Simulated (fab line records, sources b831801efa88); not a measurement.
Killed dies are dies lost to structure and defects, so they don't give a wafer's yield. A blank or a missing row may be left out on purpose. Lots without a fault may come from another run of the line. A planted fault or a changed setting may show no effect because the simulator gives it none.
fab line records | flow gf180mcu
record lots=5 wafers=15 last_day=34
route steps=602 shown DNWELL@36 NWELL@42 LVPWELL@54 MVSD@66
lots that met no fault: from a run of the same line without faults
start_h: hours from the record's first day to the start of the lot's first wafer shown | wait_h: hours since the lot's step before | " the same as in the row above | L1.1+2: a row that stands for several wafers | - no value, or no start given | * or withheld: withheld | < > ~ a bound
route shown NAME@n: a module of which the file shows steps, and the number in the route of the first | usual: mean/standard deviation of fault-free wafers | same: alike in all rows | chamber/n: place in a boat | sites: the reading at each site | _std_site: their standard deviation | _edge_site: outer sites' mean less inner sites' | radius_mm: how far each site lies from the wafer's centre | mask NAME#n: copy n | behind: the tool/chamber that last shaped the wafer | hold: why the lot was held/for how many hours/how that ended | device: the transistor (n, p or np) that didn't switch | end of line: the same wafers' tests at the end of the route | a step without rows: its recipe alone | killed: dies lost to structure and defects at the first sort, not the wafer's yield | map: a wafer's dies, x killed, . not, _ none there
set.NAME: the setting as run; set.NAME@STEP: as run at that earlier step | model.NAME: the simulator's own value behind a step, which no gauge read
lots at some steps of the route; a table a step, a row a wafer
services: from which hour (start_h, from the record's first day; less than 0 if before it) a tool's chamber was out of use, for how many hours, and why
## steps
# step GF_DNWELL_EXPOSE_04
# recipe mask_id=DNWELL target_cd_nm=1700 na=0.6 source_shape=conventional sigma_outer=0.6 dose_mj=260
# columns lot.wafer tool chamber start_h wait_h mask
L080.1+2+3 iline_stepper-01 0 - - DNWELL#0
L087.1+2+4 iline_stepper-01 0 - - DNWELL#0
L089.1+4+5 iline_stepper-02 0 - - DNWELL#0
L092.1+4+5 iline_stepper-01 0 - - DNWELL#0
L093.1+3+6 iline_stepper-02 0 - - DNWELL#0
# step GF_DNWELL_PEB_05
# recipe temp_c=115 time_s=withheld
# usual resist_line_temp_C=23.01/0.1
# columns lot.wafer tool chamber start_h wait_h resist_line_temp_C
L080.1 litho_track-01 0 - - 23.05
L080.2 " 0 " " 23.01
L080.3 " 0 " " 23.02
L087.1 litho_track-02 0 - - 23.09
L087.2 " 0 " " 22.94
L087.4 " 0 " " 23.11
L089.1 litho_track-03 0 - - 22.76
L089.4 " 0 " " 22.85
L089.5 " 0 " " 22.99
L092.1 litho_track-02 0 - - 23.22
L092.4 " 0 " " 23.08
L092.5 " 0 " " 23.08
L093.1 litho_track-03 0 - - 23.01
L093.3 " 0 " " 23.12
L093.6 " 0 " " 23.04
# step GF_DNWELL_DEVELOP_06
# recipe wall_angle_deg=90 develop_time_s=60 dev_temp_c=23
# usual resist_line_temp_C=22.98/0.1
# columns lot.wafer tool chamber start_h wait_h resist_line_temp_C
L080.1 litho_track-01 0 - - 22.98
L080.2 " 0 " " 22.93
L080.3 " 0 " " 22.96
L087.1 litho_track-02 0 - - 22.80
L087.2 " 0 " " 22.95
L087.4 " 0 " " 22.89
L089.1 litho_track-03 0 - - 23.16
L089.4 " 0 " " 22.88
L089.5 " 0 " " 22.91
L092.1 litho_track-02 0 - - 22.98
L092.4 " 0 " " 23.08
L092.5 " 0 " " 22.98
L093.1 litho_track-03 0 - - 22.96
L093.3 " 0 " " 22.87
L093.6 " 0 " " 23.03
# step GF_DNWELL_IMPLANT_07
# recipe species=P energy_kev=1500 dose_cm2=1e+13 tilt_deg=0
# columns lot.wafer tool chamber start_h wait_h
L080.1+2+3 implanter-04 0 73.99 -
L087.1+2+4 implanter-01 0 112.43 -
L089.1+4+5 implanter-02 0 127.52 -
L092.1+4+5 implanter-04 0 147.43 -
L093.1+3+6 implanter-04 0 157.77 -
# step GF_DNWELL_STRIP_08
# recipe chemistry=O2/N2 power_w=1400 pressure_mtorr=1500 platen_temp_c=250 o2_flow_sccm=3000 n2_flow_sccm=300 overash_fraction=0.5
# usual drypump_motor_current_A=5.5/0.57 heater_power_w=349/34 oes_product_au=0.722/0.0047 strip_time_to_endpoint_s=37.02/0.098
# columns lot.wafer tool chamber start_h wait_h drypump_motor_current_A heater_power_w oes_product_au rf_hours_counter_h strip_time_to_endpoint_s
L080.1 plasma_asher-04 0 74.14 0.1 6.3 334 0.726 38 36.97
L080.2 " 1 " " 4.8 399 0.726 38 36.89
L080.3 " 1 " " 4.8 400 0.720 - 37.03
L087.1 plasma_asher-03 1 112.58 0.1 5.2 319 0.721 32 37.09
L087.2 " 0 " " 5.6 362 0.711 32 36.96
L087.4 " 1 " " 5.2 331 0.724 - 37.20
L089.1 plasma_asher-02 1 127.67 0.1 5.9 313 0.729 1 37.00
L089.4 " 0 " " 5.1 332 0.722 - 37.10
L089.5 " 1 " " 5.9 317 0.719 - 37.08
L092.1 plasma_asher-04 1 147.58 0.1 4.8 409 0.728 46 36.90
L092.4 " 0 " " 6.3 326 0.716 - 36.98
L092.5 " 0 " " 6.3 337 0.718 - 37.04
L093.1 plasma_asher-02 1 157.92 0.1 5.9 319 0.715 4 37.07
L093.3 " 0 " " 5.2 325 0.715 - 37.08
L093.6 " 1 " " 5.9 317 0.735 - 37.07
# step GF_DNWELL_TW_MEAS_09
# usual DNWELL_TW=1348/15
# columns lot.wafer tool chamber start_h wait_h DNWELL_TW
L080.1 film_metro-04 - 74.24 0.1 1325
L080.2 " - " " 1329
L080.3 " - " " 1324
L087.1 film_metro-01 - 112.68 0.1 1359
L087.2 " - " " 1354
L087.4 " - " " 1361
L089.1 film_metro-01 - 127.77 0.1 1361
L089.4 " - " " 1360
L089.5 " - " " 1358
L092.1 film_metro-01 - 147.68 0.1 1358
L092.4 " - " " 1360
L092.5 " - " " 1354
L093.1 film_metro-01 - 158.02 0.1 1353
L093.3 " - " " 1359
L093.6 " - " " 1352
# step GF_NWELL_DEHYDRATE_00
# recipe temp_c=200 time_s=60
# usual resist_line_temp_C=23.00/0.11
# columns lot.wafer tool chamber start_h wait_h resist_line_temp_C
L080.1 litho_track-04 0 80.27 6.0 22.85
L080.2 " 0 " " 22.90
L080.3 " 0 " " 22.96
L087.1 litho_track-02 0 118.83 6.1 23.15
L087.2 " 0 " " 23.17
L087.4 " 0 " " 23.12
L089.1 litho_track-02 0 134.23 6.4 23.07
L089.4 " 0 " " 22.93
L089.5 " 0 " " 22.96
L092.1 litho_track-01 0 154.59 6.9 22.90
L092.4 " 0 " " 22.93
L092.5 " 0 " " 22.92
L093.1 litho_track-01 0 165.69 7.7 22.88
L093.3 " 0 " " 23.03
L093.6 " 0 " " 22.96
# step GF_NWELL_HMDS_01
# recipe prime_time_s=60 prime_temp_c=120
# usual resist_line_temp_C=23.00/0.094
# columns lot.wafer tool chamber start_h wait_h resist_line_temp_C
L080.1 litho_track-04 0 80.42 0.1 23.08
L080.2 " 0 " " 23.08
L080.3 " 0 " " 22.93
L087.1 litho_track-02 0 118.98 0.1 22.96
L087.2 " 0 " " 23.02
L087.4 " 0 " " 22.98
L089.1 litho_track-02 0 134.38 0.1 23.15
L089.4 " 0 " " 22.98
L089.5 " 0 " " 22.95
L092.1 litho_track-01 0 154.74 0.1 22.93
L092.4 " 0 " " 22.92
L092.5 " 0 " " 23.04
L093.1 litho_track-01 0 165.84 0.1 22.97
L093.3 " 0 " " 23.03
L093.6 " 0 " " 23.08
# step GF_NWELL_COAT_02
# recipe spin_rpm=2000 resist_thk_nm=3000
# usual resist_line_temp_C=23.01/0.11
# columns lot.wafer tool chamber start_h wait_h resist_line_temp_C
L080.1 litho_track-04 0 80.57 0.1 22.89
L080.2 " 0 " " 22.90
L080.3 " 0 " " 22.83
L087.1 litho_track-02 0 119.13 0.1 23.10
L087.2 " 0 " " 23.05
L087.4 " 0 " " 23.08
L089.1 litho_track-02 0 134.53 0.1 23.03
L089.4 " 0 " " 22.81
L089.5 " 0 " " 22.84
L092.1 litho_track-01 0 154.89 0.1 23.06
L092.4 " 0 " " 22.89
L092.5 " 0 " " 22.96
L093.1 litho_track-01 0 165.99 0.1 22.96
L093.3 " 0 " " 22.92
L093.6 " 0 " " 22.95
# step GF_NWELL_SOFTBAKE_03
# recipe temp_c=110 time_s=withheld
# usual resist_line_temp_C=23.01/0.098
# columns lot.wafer tool chamber start_h wait_h resist_line_temp_C
L080.1 litho_track-04 0 80.72 0.1 23.01
L080.2 " 0 " " 23.10
L080.3 " 0 " " 23.04
L087.1 litho_track-02 0 119.28 0.1 22.94
L087.2 " 0 " " 23.03
L087.4 " 0 " " 22.95
L089.1 litho_track-02 0 134.68 0.1 23.16
L089.4 " 0 " " 23.08
L089.5 " 0 " " 23.06
L092.1 litho_track-01 0 155.04 0.1 22.95
L092.4 " 0 " " 23.07
L092.5 " 0 " " 22.92
L093.1 litho_track-01 0 166.14 0.1 22.87
L093.3 " 0 " " 23.00
L093.6 " 0 " " 22.98
# step GF_NWELL_EXPOSE_04
# recipe mask_id=Nwell target_cd_nm=860 na=0.6 source_shape=conventional sigma_outer=0.6 dose_mj=260
# columns lot.wafer tool chamber start_h wait_h mask
L080.1+2+3 iline_stepper-02 0 - - Nwell#0
L087.1+2+4 iline_stepper-02 0 - - Nwell#0
L089.1+4+5 iline_stepper-02 0 - - Nwell#0
L092.1+4+5 iline_stepper-02 0 - - Nwell#0
L093.1+3+6 iline_stepper-01 0 - - Nwell#0
# step GF_NWELL_PEB_05
# recipe temp_c=115 time_s=withheld
# usual resist_line_temp_C=23.00/0.098
# columns lot.wafer tool chamber start_h wait_h resist_line_temp_C
L080.1 litho_track-02 0 - - 23.01
L080.2 " 0 " " 22.97
L080.3 " 0 " " 22.99
L087.1 litho_track-01 0 - - 23.07
L087.2 " 0 " " 22.90
L087.4 " 0 " " 23.05
L089.1 litho_track-02 0 - - 22.98
L089.4 " 0 " " 22.81
L089.5 " 0 " " 22.83
L092.1 litho_track-04 0 - - 23.13
L092.4 " 0 " " 22.97
L092.5 " 0 " " 22.91
L093.1 litho_track-01 0 - - 23.05
L093.3 " 0 " " 23.09
L093.6 " 0 " " 23.09
# step GF_NWELL_DEVELOP_06
# recipe wall_angle_deg=90 develop_time_s=60 dev_temp_c=23
# usual resist_line_temp_C=23.01/0.12
# columns lot.wafer tool chamber start_h wait_h resist_line_temp_C
L080.1 litho_track-02 0 - - 22.85
L080.2 " 0 " " 22.97
L080.3 " 0 " " 23.09
L087.1 litho_track-01 0 - - 23.07
L087.2 " 0 " " 23.00
L087.4 " 0 " " 23.04
L089.1 litho_track-02 0 - - 22.92
L089.4 " 0 " " 23.10
L089.5 " 0 " " 23.02
L092.1 litho_track-04 0 - - 22.96
L092.4 " 0 " " 23.03
L092.5 " 0 " " 23.08
L093.1 litho_track-01 0 - - 23.27
L093.3 " 0 " " 22.94
L093.6 " 0 " " 23.07
# step GF_NWELL_OVL_MEAS_07
# usual NWELL_OVL=-0.4/1.4
# columns lot.wafer tool chamber start_h wait_h NWELL_OVL[nm]
L080.1 overlay-01 - 87.98 - -2.2
L080.2 " - " " -0.1
L080.3 " - " " 0.2
L087.1 overlay-01 - 125.74 - 0.9
L087.2 " - " " 0.0
L087.4 " - " " -0.8
L089.1 overlay-02 - 142.33 - -2.8
L089.4 " - " " -4.5
L089.5 " - " " -2.8
L092.1 overlay-02 - 162.97 - -2.3
L092.4 " - " " -2.7
L092.5 " - " " -1.5
L093.1 overlay-01 - 174.74 - 0.8
L093.3 " - " " 1.8
L093.6 " - " " 2.6
# step GF_NWELL_IMPLANT_08
# recipe species=P energy_kev=450 dose_cm2=1.5e+13 tilt_deg=0
# columns lot.wafer tool chamber start_h wait_h
L080.1+2+3 implanter-01 0 88.02 0.0
L087.1+2+4 implanter-03 0 125.77 0.0
L089.1+4+5 implanter-03 0 142.37 0.0
L092.1+4+5 implanter-01 0 163.01 0.0
L093.1+3+6 implanter-03 0 174.77 0.0
# step GF_NWELL_IMPLANT_09
# recipe species=P energy_kev=160 dose_cm2=4e+12 tilt_deg=0
# columns lot.wafer tool chamber start_h wait_h
L080.1+2+3 implanter-01 0 88.17 0.1
L087.1+2+4 implanter-03 0 125.92 0.1
L089.1+4+5 implanter-03 0 142.52 0.1
L092.1+4+5 implanter-01 0 163.16 0.1
L093.1+3+6 implanter-03 0 174.92 0.1
# step GF_NWELL_STRIP_10
# recipe chemistry=O2/N2 power_w=1400 pressure_mtorr=1500 platen_temp_c=250 o2_flow_sccm=3000 n2_flow_sccm=300 overash_fraction=0.5
# usual drypump_motor_current_A=5.9/0.51 heater_power_w=340/20 oes_product_au=0.723/0.0045 strip_time_to_endpoint_s=36.99/0.11
# columns lot.wafer tool chamber start_h wait_h drypump_motor_current_A heater_power_w oes_product_au rf_hours_counter_h strip_time_to_endpoint_s
L080.1 plasma_asher-03 0 88.32 0.1 5.5 356 0.729 29 36.91
L080.2 " 1 " " 5.3 317 0.724 29 37.08
L080.3 " 1 " " 5.2 306 0.717 - 37.11
L087.1 plasma_asher-01 1 126.07 0.1 6.3 372 0.725 48 36.92
L087.2 " 0 " " 6.5 341 0.720 48 36.94
L087.4 " 0 " " 6.5 334 0.725 - 36.92
L089.1 plasma_asher-02 1 142.67 0.1 5.9 308 0.722 3 36.90
L089.4 " 1 " " 5.9 306 0.728 - 36.92
L089.5 " 0 " " 5.1 329 0.725 - 36.80
L092.1 plasma_asher-02 0 163.31 0.1 5.2 338 0.720 5 37.14
L092.4 " 0 " " 5.2 335 0.721 - 37.03
L092.5 " 1 " " 5.9 306 0.730 - 37.10
L093.1 plasma_asher-01 0 175.07 0.1 6.5 335 0.716 52 37.19
L093.3 " 0 " " 6.5 333 0.720 - 36.93
L093.6 " 0 " " 6.5 340 0.729 - 37.03
# step GF_NWELL_TW_MEAS_11
# usual NWELL_TW=1562/17
# columns lot.wafer tool chamber start_h wait_h NWELL_TW
L080.1 film_metro-04 - 88.42 0.1 1546
L080.2 " - " " 1540
L080.3 " - " " 1545
L087.1 film_metro-02 - 126.17 0.1 1582
L087.2 " - " " 1585
L087.4 " - " " 1582
L089.1 film_metro-04 - 142.77 0.1 1546
L089.4 " - " " 1554
L089.5 " - " " 1565
L092.1 film_metro-03 - 163.41 0.1 1572
L092.4 " - " " 1578
L092.5 " - " " 1568
L093.1 film_metro-04 - 175.17 0.1 1552
L093.3 " - " " 1555
L093.6 " - " " 1564
# step GF_LVPWELL_DEHYDRATE_00
# recipe temp_c=200 time_s=60
# usual resist_line_temp_C=22.99/0.1
# columns lot.wafer tool chamber start_h wait_h resist_line_temp_C
L080.1 litho_track-03 0 94.57 6.1 23.13
L080.2 " 0 " " 22.87
L080.3 " 0 " " 22.82
L087.1 litho_track-04 0 132.42 6.2 22.90
L087.2 " 0 " " 22.96
L087.4 " 0 " " 22.97
L089.1 litho_track-03 0 149.12 6.3 22.94
L089.4 " 0 " " 22.86
L089.5 " 0 " " 22.92
L092.1 litho_track-04 0 171.12 7.7 23.14
L092.4 " 0 " " 22.98
L092.5 " 0 " " 23.06
L093.1 litho_track-04 0 182.22 7.0 23.17
L093.3 " 0 " " 22.94
L093.6 " 0 " " 22.90
# step GF_LVPWELL_HMDS_01
# recipe prime_time_s=60 prime_temp_c=120
# usual resist_line_temp_C=23.01/0.093
# columns lot.wafer tool chamber start_h wait_h resist_line_temp_C
L080.1 litho_track-03 0 94.72 0.1 23.06
L080.2 " 0 " " 22.85
L080.3 " 0 " " 23.27
L087.1 litho_track-04 0 132.57 0.1 23.04
L087.2 " 0 " " 23.16
L087.4 " 0 " " 23.02
L089.1 litho_track-03 0 149.27 0.1 22.98
L089.4 " 0 " " 23.04
L089.5 " 0 " " 22.86
L092.1 litho_track-04 0 171.27 0.1 23.13
L092.4 " 0 " " 23.04
L092.5 " 0 " " 23.00
L093.1 litho_track-04 0 182.37 0.1 22.86
L093.3 " 0 " " 23.04
L093.6 " 0 " " 23.01
# step GF_LVPWELL_COAT_02
# recipe spin_rpm=2000 resist_thk_nm=3000
# usual resist_line_temp_C=22.99/0.099
# columns lot.wafer tool chamber start_h wait_h resist_line_temp_C
L080.1 litho_track-03 0 94.87 0.1 22.99
L080.2 " 0 " " 23.04
L080.3 " 0 " " 23.07
L087.1 litho_track-04 0 132.72 0.1 22.95
L087.2 " 0 " " 22.94
L087.4 " 0 " " 23.13
L089.1 litho_track-03 0 149.42 0.1 23.04
L089.4 " 0 " " 23.07
L089.5 " 0 " " 22.94
L092.1 litho_track-04 0 171.42 0.1 23.06
L092.4 " 0 " " 23.02
L092.5 " 0 " " 22.99
L093.1 litho_track-04 0 182.52 0.1 23.05
L093.3 " 0 " " 23.24
L093.6 " 0 " " 22.95
# step GF_LVPWELL_SOFTBAKE_03
# recipe temp_c=110 time_s=withheld
# usual resist_line_temp_C=22.98/0.11
# columns lot.wafer tool chamber start_h wait_h resist_line_temp_C
L080.1 litho_track-03 0 95.02 0.1 23.01
L080.2 " 0 " " 22.91
L080.3 " 0 " " 22.85
L087.1 litho_track-04 0 132.87 0.1 23.00
L087.2 " 0 " " 22.79
L087.4 " 0 " " 23.00
L089.1 litho_track-03 0 149.57 0.1 22.98
L089.4 " 0 " " 22.94
L089.5 " 0 " " 22.92
L092.1 litho_track-04 0 171.57 0.1 22.98
L092.4 " 0 " " 23.09
L092.5 " 0 " " 22.78
L093.1 litho_track-04 0 182.67 0.1 23.01
L093.3 " 0 " " 22.88
L093.6 " 0 " " 22.98
# step GF_LVPWELL_EXPOSE_04
# recipe mask_id=LVPWELL target_cd_nm=600 na=0.6 source_shape=conventional sigma_outer=0.6 dose_mj=260
# columns lot.wafer tool chamber start_h wait_h mask
L080.1+2+3 iline_stepper-01 0 - - LVPWELL#0
L087.1+2+4 iline_stepper-02 0 - - LVPWELL#0
L089.1+4+5 iline_stepper-02 0 - - LVPWELL#0
L092.1+4+5 iline_stepper-02 0 - - LVPWELL#0
L093.1+3+6 iline_stepper-02 0 - - LVPWELL#0
# step GF_LVPWELL_PEB_05
# recipe temp_c=115 time_s=withheld
# usual resist_line_temp_C=23.01/0.11
# columns lot.wafer tool chamber start_h wait_h resist_line_temp_C
L080.1 litho_track-03 0 - - 23.04
L080.2 " 0 " " 23.12
L080.3 " 0 " " 22.95
L087.1 litho_track-04 0 - - 23.05
L087.2 " 0 " " 23.11
L087.4 " 0 " " 23.07
L089.1 litho_track-02 0 - - 23.01
L089.4 " 0 " " 22.96
L089.5 " 0 " " 23.02
L092.1 litho_track-02 0 - - 23.07
L092.4 " 0 " " 23.08
L092.5 " 0 " " 23.32
L093.1 litho_track-02 0 - - 23.00
L093.3 " 0 " " 23.10
L093.6 " 0 " " 23.10
# step GF_LVPWELL_DEVELOP_06
# recipe wall_angle_deg=90 develop_time_s=60 dev_temp_c=23
# usual resist_line_temp_C=22.99/0.11
# columns lot.wafer tool chamber start_h wait_h resist_line_temp_C
L080.1 litho_track-03 0 - - 22.87
L080.2 " 0 " " 22.89
L080.3 " 0 " " 22.82
L087.1 litho_track-04 0 - - 22.96
L087.2 " 0 " " 22.87
L087.4 " 0 " " 22.91
L089.1 litho_track-02 0 - - 22.92
L089.4 " 0 " " 23.05
L089.5 " 0 " " 23.19
L092.1 litho_track-02 0 - - 23.07
L092.4 " 0 " " 22.99
L092.5 " 0 " " 23.04
L093.1 litho_track-02 0 - - 22.87
L093.3 " 0 " " 22.76
L093.6 " 0 " " 22.87
# step GF_LVPWELL_OVL_MEAS_07
# usual LVPWELL_OVL=0.8/1.3
# columns lot.wafer tool chamber start_h wait_h LVPWELL_OVL[nm]
L080.1 overlay-02 - 102.17 - 1.8
L080.2 " - " " -0.6
L080.3 " - " " 0.3
L087.1 overlay-01 - 140.17 - 1.3
L087.2 " - " " -0.1
L087.4 " - " " 0.3
L089.1 overlay-01 - 157.23 - -0.1
L089.4 " - " " 1.4
L089.5 " - " " 1.7
L092.1 overlay-02 - 179.43 - 0.7
L092.4 " - " " -0.2
L092.5 " - " " 0.6
L093.1 overlay-01 - 190.63 - 0.8
L093.3 " - " " -1.9
L093.6 " - " " 0.9
# step GF_LVPWELL_IMPLANT_08
# recipe species=B energy_kev=170 dose_cm2=1.5e+13 tilt_deg=0
# columns lot.wafer tool chamber start_h wait_h
L080.1+2+3 implanter-02 0 102.21 0.0
L087.1+2+4 implanter-03 0 140.21 0.0
L089.1+4+5 implanter-02 0 157.27 0.0
L092.1+4+5 implanter-01 0 179.47 0.0
L093.1+3+6 implanter-02 0 190.67 0.0
# step GF_LVPWELL_IMPLANT_09
# recipe species=B energy_kev=60 dose_cm2=5e+12 tilt_deg=0
# columns lot.wafer tool chamber start_h wait_h
L080.1+2+3 implanter-02 0 102.36 0.1
L087.1+2+4 implanter-03 0 140.36 0.1
L089.1+4+5 implanter-02 0 157.42 0.1
L092.1+4+5 implanter-01 0 179.62 0.1
L093.1+3+6 implanter-02 0 190.82 0.1
# step GF_LVPWELL_STRIP_10
# recipe chemistry=O2/N2 power_w=1400 pressure_mtorr=1500 platen_temp_c=250 o2_flow_sccm=3000 n2_flow_sccm=300 overash_fraction=0.5
# usual drypump_motor_current_A=5.7/0.62 heater_power_w=347/30 oes_product_au=0.723/0.0049 strip_time_to_endpoint_s=36.96/0.086
# columns lot.wafer tool chamber start_h wait_h drypump_motor_current_A heater_power_w oes_product_au rf_hours_counter_h strip_time_to_endpoint_s
L080.1 plasma_asher-02 1 102.51 0.1 5.9 317 0.721 48 36.89
L080.2 " 0 " " 5.2 345 0.720 48 36.92
L080.3 " 0 " " 5.2 333 0.722 - 36.94
L087.1 plasma_asher-02 0 140.51 0.1 5.2 331 0.725 2 37.02
L087.2 " 1 " " 5.9 311 0.719 2 37.01
L087.4 " 0 " " 5.2 324 0.722 - 37.02
L089.1 plasma_asher-01 0 157.57 0.1 6.5 345 0.717 51 36.84
L089.4 " 1 " " 6.3 371 0.710 - 37.03
L089.5 " 0 " " 6.5 337 0.725 - 36.97
L092.1 plasma_asher-04 0 179.77 0.1 6.2 338 0.724 49 36.94
L092.4 " 0 " " 6.3 338 0.725 - 36.86
L092.5 " 1 " " 4.8 399 0.721 - 36.96
L093.1 plasma_asher-02 1 190.97 0.1 5.9 314 0.720 8 36.94
L093.3 " 1 " " 5.9 320 0.727 - 37.04
L093.6 " 1 " " 5.9 313 0.714 - 37.12
# step GF_LVPWELL_TW_MEAS_11
# usual LVPWELL_TW=559/5.7
# columns lot.wafer tool chamber start_h wait_h LVPWELL_TW
L080.1 film_metro-03 - 102.61 0.1 561
L080.2 " - " " 565
L080.3 " - " " 566
L087.1 film_metro-02 - 140.61 0.1 562
L087.2 " - " " 566
L087.4 " - " " 562
L089.1 film_metro-03 - 157.67 0.1 562
L089.4 " - " " 560
L089.5 " - " " 560
L092.1 film_metro-02 - 179.87 0.1 557
L092.4 " - " " 562
L092.5 " - " " 560
L093.1 film_metro-04 - 191.07 0.1 549
L093.3 " - " " 550
L093.6 " - " " 549
# step GF_MVSD_DEHYDRATE_00
# recipe temp_c=200 time_s=60
# usual resist_line_temp_C=23.01/0.11
# columns lot.wafer tool chamber start_h wait_h resist_line_temp_C
L080.1 litho_track-01 0 108.89 6.3 23.20
L080.2 " 0 " " 23.05
L080.3 " 0 " " 23.16
L087.1 litho_track-03 0 147.22 6.6 23.14
L087.2 " 0 " " 23.06
L087.4 " 0 " " 23.23
L089.1 litho_track-04 0 164.77 7.1 23.14
L089.4 " 0 " " 23.18
L089.5 " 0 " " 23.16
L092.1 litho_track-01 0 187.94 8.1 22.94
L092.4 " 0 " " 22.82
L092.5 " 0 " " 23.01
L093.1 litho_track-03 0 198.87 7.8 22.99
L093.3 " 0 " " 22.98
L093.6 " 0 " " 22.95
# step GF_MVSD_HMDS_01
# recipe prime_time_s=60 prime_temp_c=120
# usual resist_line_temp_C=22.98/0.094
# columns lot.wafer tool chamber start_h wait_h resist_line_temp_C
L080.1 litho_track-01 0 109.04 0.1 22.78
L080.2 " 0 " " 22.98
L080.3 " 0 " " 22.90
L087.1 litho_track-03 0 147.37 0.1 22.80
L087.2 " 0 " " 22.92
L087.4 " 0 " " 22.83
L089.1 litho_track-04 0 164.92 0.1 22.87
L089.4 " 0 " " 22.83
L089.5 " 0 " " 22.95
L092.1 litho_track-01 0 188.09 0.1 23.09
L092.4 " 0 " " 23.10
L092.5 " 0 " " 22.98
L093.1 litho_track-03 0 199.02 0.1 22.97
L093.3 " 0 " " 23.03
L093.6 " 0 " " 22.99
# step GF_MVSD_COAT_02
# recipe spin_rpm=2000 resist_thk_nm=3000
# usual resist_line_temp_C=23.01/0.093
# columns lot.wafer tool chamber start_h wait_h resist_line_temp_C
L080.1 litho_track-01 0 109.19 0.1 23.03
L080.2 " 0 " " 23.01
L080.3 " 0 " " 22.95
L087.1 litho_track-03 0 147.52 0.1 23.04
L087.2 " 0 " " 23.02
L087.4 " 0 " " 22.97
L089.1 litho_track-04 0 165.07 0.1 23.07
L089.4 " 0 " " 22.93
L089.5 " 0 " " 23.08
L092.1 litho_track-01 0 188.24 0.1 23.07
L092.4 " 0 " " 23.03
L092.5 " 0 " " 22.98
L093.1 litho_track-03 0 199.17 0.1 23.15
L093.3 " 0 " " 23.18
L093.6 " 0 " " 23.02
# step GF_MVSD_SOFTBAKE_03
# recipe temp_c=110 time_s=withheld
# usual resist_line_temp_C=22.99/0.098
# columns lot.wafer tool chamber start_h wait_h resist_line_temp_C
L080.1 litho_track-01 0 109.34 0.1 22.92
L080.2 " 0 " " 22.98
L080.3 " 0 " " 22.76
L087.1 litho_track-03 0 147.67 0.1 23.10
L087.2 " 0 " " 22.99
L087.4 " 0 " " 22.73
L089.1 litho_track-04 0 165.22 0.1 23.22
L089.4 " 0 " " 23.01
L089.5 " 0 " " 22.88
L092.1 litho_track-01 0 188.39 0.1 22.95
L092.4 " 0 " " 23.13
L092.5 " 0 " " 22.99
L093.1 litho_track-03 0 199.32 0.1 23.03
L093.3 " 0 " " 22.94
L093.6 " 0 " " 23.00
# step GF_MVSD_EXPOSE_04
# recipe mask_id=MVSD target_cd_nm=1000 na=0.6 source_shape=conventional sigma_outer=0.6 dose_mj=260
# columns lot.wafer tool chamber start_h wait_h mask
L080.1+2+3 iline_stepper-01 0 - - MVSD#0
L087.1+2+4 iline_stepper-01 0 - - MVSD#0
L089.1+4+5 iline_stepper-01 0 - - MVSD#0
L092.1+4+5 iline_stepper-02 0 - - MVSD#0
L093.1+3+6 iline_stepper-02 0 - - MVSD#0
# step GF_MVSD_PEB_05
# recipe temp_c=115 time_s=withheld
# usual resist_line_temp_C=22.99/0.11
# columns lot.wafer tool chamber start_h wait_h resist_line_temp_C
L080.1 litho_track-03 0 - - 22.95
L080.2 " 0 " " 23.02
L080.3 " 0 " " 23.11
L087.1 litho_track-04 0 - - 23.11
L087.2 " 0 " " 22.96
L087.4 " 0 " " 23.12
L089.1 litho_track-04 0 - - 23.06
L089.4 " 0 " " 23.14
L089.5 " 0 " " 23.10
L092.1 litho_track-03 0 - - 22.90
L092.4 " 0 " " 22.94
L092.5 " 0 " " 23.05
L093.1 litho_track-03 0 - - 23.00
L093.3 " 0 " " 23.02
L093.6 " 0 " " 22.98
# step GF_MVSD_DEVELOP_06
# recipe wall_angle_deg=90 develop_time_s=60 dev_temp_c=23
# usual resist_line_temp_C=22.99/0.12
# columns lot.wafer tool chamber start_h wait_h resist_line_temp_C
L080.1 litho_track-03 0 - - 23.12
L080.2 " 0 " " 23.02
L080.3 " 0 " " 23.00
L087.1 litho_track-04 0 - - 22.96
L087.2 " 0 " " 22.94
L087.4 " 0 " " 23.14
L089.1 litho_track-04 0 - - 22.97
L089.4 " 0 " " 23.09
L089.5 " 0 " " 23.04
L092.1 litho_track-03 0 - - 22.93
L092.4 " 0 " " 23.09
L092.5 " 0 " " 22.92
L093.1 litho_track-03 0 - - 22.80
L093.3 " 0 " " 22.86
L093.6 " 0 " " 22.82
# step GF_MVSD_OVL_MEAS_07
# usual MVSD_OVL=0.9/1.2
# columns lot.wafer tool chamber start_h wait_h MVSD_OVL[nm]
L080.1 overlay-01 - 116.57 - 0.5
L080.2 " - " " 1.1
L080.3 " - " " 1.7
L087.1 overlay-02 - 155.52 - 0.6
L087.2 " - " " 1.7
L087.4 " - " " 0.6
L089.1 overlay-02 - 173.72 - -0.2
L089.4 " - " " -1.2
L089.5 " - " " -1.4
L092.1 overlay-01 - 196.57 - 1.9
L092.4 " - " " 0.8
L092.5 " - " " 2.0
L093.1 overlay-02 - 208.17 - -0.5
L093.3 " - " " 0.5
L093.6 " - " " 0.2
# step GF_MVSD_IMPLANT_08
# recipe species=P energy_kev=400 dose_cm2=1.6e+13 tilt_deg=0
# columns lot.wafer tool chamber start_h wait_h
L080.1+2+3 implanter-03 0 116.61 0.0
L087.1+2+4 implanter-04 0 155.56 0.0
L089.1+4+5 implanter-02 0 173.76 0.0
L092.1+4+5 implanter-03 0 196.61 0.0
L093.1+3+6 implanter-03 0 208.21 0.0
# step GF_MVSD_IMPLANT_09
# recipe species=P energy_kev=100 dose_cm2=5e+12 tilt_deg=0
# columns lot.wafer tool chamber start_h wait_h
L080.1+2+3 implanter-03 0 116.76 0.1
L087.1+2+4 implanter-04 0 155.71 0.1
L089.1+4+5 implanter-02 0 173.91 0.1
L092.1+4+5 implanter-03 0 196.76 0.1
L093.1+3+6 implanter-03 0 208.36 0.1
## services
# columns tool chamber start_h hours kind
implanter-04 - 43.38 3.6 pm
litho_track-04 - 53.71 - consumable_replace:filter
implanter-04 - 57.50 1.7 repair
implanter-03 - 73.04 20.9 pm
plasma_asher-03 - 79.74 4.7 repair
iline_stepper-01 0 89.67 - calibration
iline_stepper-02 - 97.35 2.1 pm
iline_stepper-02 - 99.43 - consumable_replace:lamp
plasma_asher-02 - 108.75 9.0 pm
plasma_asher-02 0 108.75 9.0 vent_cycle
plasma_asher-02 1 108.75 9.0 vent_cycle
implanter-04 - 109.46 8.2 pm
implanter-03 - 114.06 2.4 pm
iline_stepper-01 - 121.39 1.7 pm
iline_stepper-02 0 149.44 - calibration
plasma_asher-04 - 150.87 0.3 repair
implanter-01 - 163.43 6.1 pm
plasma_asher-01 - 165.69 5.5 repair
implanter-04 - 173.44 2.4 repair
plasma_asher-04 - 183.34 4.3 repair
plasma_asher-04 - 185.01 2.1 repair
plasma_asher-01 - 191.59 1.1 repair
implanter-02 - 204.78 1.2 repair
iline_stepper-02 - 205.54 1.7 pm
## key
fault none
